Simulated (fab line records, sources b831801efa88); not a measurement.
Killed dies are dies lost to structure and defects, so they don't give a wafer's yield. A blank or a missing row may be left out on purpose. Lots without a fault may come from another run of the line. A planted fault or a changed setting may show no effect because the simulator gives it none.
Which tool did it? | flow sky130 | 11 lots, 33 wafers sampled, at 2 steps of a route of 708

WHAT THE GAUGES READ, wafer by wafer
SKY_LI_CONTACT_RS_MEAS_22: measures by four-point-probe.
lot  | measured     | on            | LI_CONTACT_W_RS (ohm/sq)
L354 | day 29 02:33 | film_metro-04 | 0.282 0.279 0.280
L355 | day 29 12:25 | film_metro-02 | 0.277 0.281 0.280
L360 | day 31 21:29 | film_metro-04 | 0.280 0.282 0.277
L362 | day 32 10:24 | film_metro-01 | 0.280 0.272 0.278
L363 | day 32 14:49 | film_metro-01 | 0.282 0.284 0.281
L368 | day 34 01:35 | film_metro-02 | 0.285 0.279 0.287
L370 | day 34 19:16 | film_metro-04 | 0.282 0.286 0.282
L374 | day 35 16:23 | film_metro-01 | 0.277 0.278 0.283
L375 | day 35 23:57 | film_metro-01 | 0.199 0.198 0.198
L376 | day 36 07:40 | film_metro-04 | 0.196 0.197 0.193
L377 | day 36 12:01 | film_metro-02 | 0.286 0.284 0.283

WHICH TOOL RAN EACH LOT (tool, then ch and the chambers of the sampled wafers, then the start)
lot  | SKY_LI_CONTACT_CVD_21
L354 | cvd_w-02 ch 0,1, day 29 02:26
L355 | cvd_w-01 ch 0,1, day 29 12:17
L360 | cvd_w-02 ch 0,1, day 31 21:22
L362 | cvd_w-01 ch 0,1, day 32 10:17
L363 | cvd_w-01 ch 0,1, day 32 14:41
L368 | cvd_w-02 ch 0,1, day 34 01:28
L370 | cvd_w-02 ch 0,1, day 34 19:08
L374 | cvd_w-02 ch 0,1, day 35 16:16
L375 | cvd_w-01 ch 0, day 35 23:50
L376 | cvd_w-01 ch 0,1, day 36 07:32
L377 | cvd_w-02 ch 0,1, day 36 11:54
- SKY_LI_CONTACT_CVD_21: deposits W, target thk 400 nm, time 120.56 s.

THE ANSWER, worked out from the rows above alone
Rule: what is usual is taken from the lots themselves. Put in order of their means at a reading, lots are off if they are a third of the lots or fewer, leave a main group of 4 or more, and stand apart from it by a gap of 3 or more times the standard deviation of the main group's means; of several such gaps the widest counts. A main group whose means are all the same, to the digits that the tables above print for the reading, isn't used. A lot without any number at a reading at which 4 lots or more have one is off too. The other lots that the step has rows for count as sound.
Off: L375, L376, at SKY_LI_CONTACT_RS_MEAS_22 (LI_CONTACT_W_RS). The main group: mean 0.281 ohm/sq, standard deviation 0.0024.
A tool fits if, at a process step before that reading, it ran every lot that is off, and no sound lot after the first of them. The gauges at SKY_LI_CONTACT_RS_MEAS_22 are tried like those tools. One fits: cvd_w-01 at SKY_LI_CONTACT_CVD_21. Its last sound lot is L363 (day 32 14:41), its first lot that is off L375 (day 35 23:50): a fault that began between those two fits.

WHAT THE SIMULATOR HAD PUT IN
Process parameter drift: cvd_w-01, from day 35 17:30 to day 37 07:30, at SKY_LI_CONTACT_CVD_21. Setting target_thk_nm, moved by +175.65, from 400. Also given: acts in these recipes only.
Lots struck among those shown: L375, L376. The rule above found the same.
